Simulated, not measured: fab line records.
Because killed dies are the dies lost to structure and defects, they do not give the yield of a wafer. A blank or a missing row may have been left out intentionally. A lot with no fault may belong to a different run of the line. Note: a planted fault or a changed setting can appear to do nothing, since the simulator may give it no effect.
The same fault as seen by 2 desks -- flow sky130 -- only its own numbers are on each desk; what lay behind them is given at the end

## DESK OF THE TOOL OWNER: litho-track-03
The tool's own readings at SKY_SD_P_COAT_02 (resist thk 1140 nm): means of the sampled wafers that have a number, for each lot that ran on this tool. A lot is out of limits, marked OUT, if its mean lies more than 4 standard deviations from the usual mean; the brackets give that distance.
Columns: A = spin-speed-rpm at SKY_SD_P_COAT_02, usual 2999.7 rpm
lot,first seen here,A
L825,day 25 00:55,3001.0
L826,day 25 06:56,3000.2
L829,day 26 16:31,2998.6
L830,day 26 17:43,2999.2
L831,day 27 07:38,2997.0
L840,day 30 11:07,2998.5
L841,day 30 20:22,2998.4
L842,day 31 04:37,3001.0
This desk's finding: nothing out of limits on any of the 8 lots.

## FROM THE METROLOGY DESK
Means of the sampled wafers that have a number, per lot and without regard to the tool the lot ran on: this is what the gauges read. A lot is out of limits, marked OUT, if its mean lies more than 4 standard deviations from the usual mean; the brackets give that distance.
Columns: A = LDD_LDN_OVL at SKY_LDD_LDN_OVL_MEAS_07, usual -0.1 nm; B = cd-nm at SKY_SD_P_CD_MEAS_07, usual 379.2 nm; C = SD_P_TW at SKY_SD_P_TW_MEAS_11, usual 2811
lot,first seen here,A,B,C
L825,day 23 02:22,-0.5,376.5,2787
L826,day 23 08:01,0.4,380.1,2809
L827,day 23 18:57,-0.1,381.7,2793
L828,day 24 08:07,1.1,378.1,2826
L829,day 24 17:17,0.6,471.6 (+33) OUT,2848
L830,day 24 19:47,0.9,468.8 (+32) OUT,2778
L831,day 25 10:04,0.6,471.6 (+33) OUT,2849
L839,day 28 01:28,0.5,380.7,2874
L840,day 28 13:44,-0.3,376.4,2822
L841,day 28 23:42,0.1,382.0,2813
L842,day 29 07:28,-1.3,377.0,2758
This desk finds L829, L830, L831 out of limits, L829 being first, at day 27 06:46 (cd-nm at SKY_SD_P_CD_MEAS_07). L825, L826, L827, L828, L839, L840, L841, L842 stayed within limits.

## ALL TOGETHER
At day 27 06:46 the metrology desk could have sounded an alarm, on L829, L830, L831.
The tool owner's desk saw nothing out of limits.
Tool owner's desk: L829, L830, L831 on record, inside its limits.
On litho-track-03, each named lot ran SKY_SD_P_COAT_02.

## WHAT HAD BEEN PUT IN BY THE SIMULATOR
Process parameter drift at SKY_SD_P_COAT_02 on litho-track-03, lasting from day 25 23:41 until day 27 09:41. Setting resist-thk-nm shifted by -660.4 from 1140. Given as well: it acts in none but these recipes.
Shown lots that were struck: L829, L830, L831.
Time in hours between the start of the fault and the first out-of-limits reading at each desk: metrology desk, 31.
